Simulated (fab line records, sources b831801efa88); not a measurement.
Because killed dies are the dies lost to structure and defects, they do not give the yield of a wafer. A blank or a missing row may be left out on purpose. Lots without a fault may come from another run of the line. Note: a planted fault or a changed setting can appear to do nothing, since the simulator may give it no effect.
One fault seen from 2 desks / flow gf180mcu / each desk holds nothing but its own numbers, with what lay behind them at the end

== METROLOGY DESK ==
Means of the sampled wafers that have a number, per lot and without regard to the tool the lot ran on: this is what the gauges read. Marked OUT: a lot whose mean sits more than 4 standard deviations from the usual mean, which makes it out of limits; the brackets give that distance.
Columns: A = PASSIVATION_CVD_00_THK at GF_PASSIVATION_THK_MEAS_01, usual 993 nm
lot=L222; first seen here=day 28 11:37; A=978
lot=L223; first seen here=day 28 19:43; A=989
lot=L225; first seen here=day 29 12:53; A=994
lot=L226; first seen here=day 29 21:36; A=1005
lot=L228; first seen here=day 30 10:43; A=1004
lot=L230; first seen here=day 31 03:05; A=978
lot=L232; first seen here=day 31 08:17; A=983
lot=L233; first seen here=day 31 15:55; A=989
lot=L241; first seen here=day 33 17:02; A=1104 (+6.1) OUT
lot=L240; first seen here=day 33 17:47; A=1112 (+6.6) OUT
lot=L242; first seen here=day 34 01:03; A=1016
lot=L243; first seen here=day 34 02:44; A=998
This desk's result: L240, L241 out of limits, first on L241 (PASSIVATION_CVD_00_THK at GF_PASSIVATION_THK_MEAS_01), day 33 17:02. L222, L223, L225, L226, L228, L230, L232, L233, L242, L243: within limits.

== THE TOOL OWNER'S DESK: pecvd-01 ==
The tool's own readings at GF_PASSIVATION_CVD_00 (deposits SiO2 from TEOS, target thk 1000 nm, time 111.95 s): means of the sampled wafers that have a number, for each lot that ran on this tool. Marked OUT: a lot whose mean sits more than 4 standard deviations from the usual mean, which makes it out of limits; the brackets give that distance.
Columns: A = heater-power-w at GF_PASSIVATION_CVD_00, usual 663 W; B = rf-fwd-power-W at GF_PASSIVATION_CVD_00, usual 596.3 W; C = susceptor-temp-C at GF_PASSIVATION_CVD_00, usual 399.97 C
lot=L223; first seen here=day 28 19:38; A=673; B=597.7; C=399.94
lot=L228; first seen here=day 30 10:38; A=607; B=595.8; C=399.68
lot=L241; first seen here=day 33 16:58; A=551; B=835.6 (+99 or more) OUT; C=399.98
lot=L240; first seen here=day 33 17:43; A=584; B=836.4 (+99 or more) OUT; C=399.89
This desk finds L240, L241 out of limits, L241 being first, at day 33 16:58 (rf-fwd-power-W at GF_PASSIVATION_CVD_00). L223, L228: within limits.

== BROUGHT TOGETHER ==
At day 33 16:58, on L240, L241, the tool owner's desk was in a position to raise an alarm.
At day 33 17:02 the metrology desk could have sounded an alarm, on L240, L241.
GF_PASSIVATION_CVD_00 was run on pecvd-01 by each of the lots named.

== WHAT WAS PUT IN BY THE SIMULATOR ==
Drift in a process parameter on pecvd-01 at GF_PASSIVATION_CVD_00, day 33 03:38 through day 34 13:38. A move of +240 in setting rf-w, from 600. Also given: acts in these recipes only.
Struck lots among those shown: L240, L241.
Delay (hours) between the fault's onset and each desk's first out-of-limits reading: 13 at the tool owner's desk, 13 at the metrology desk.
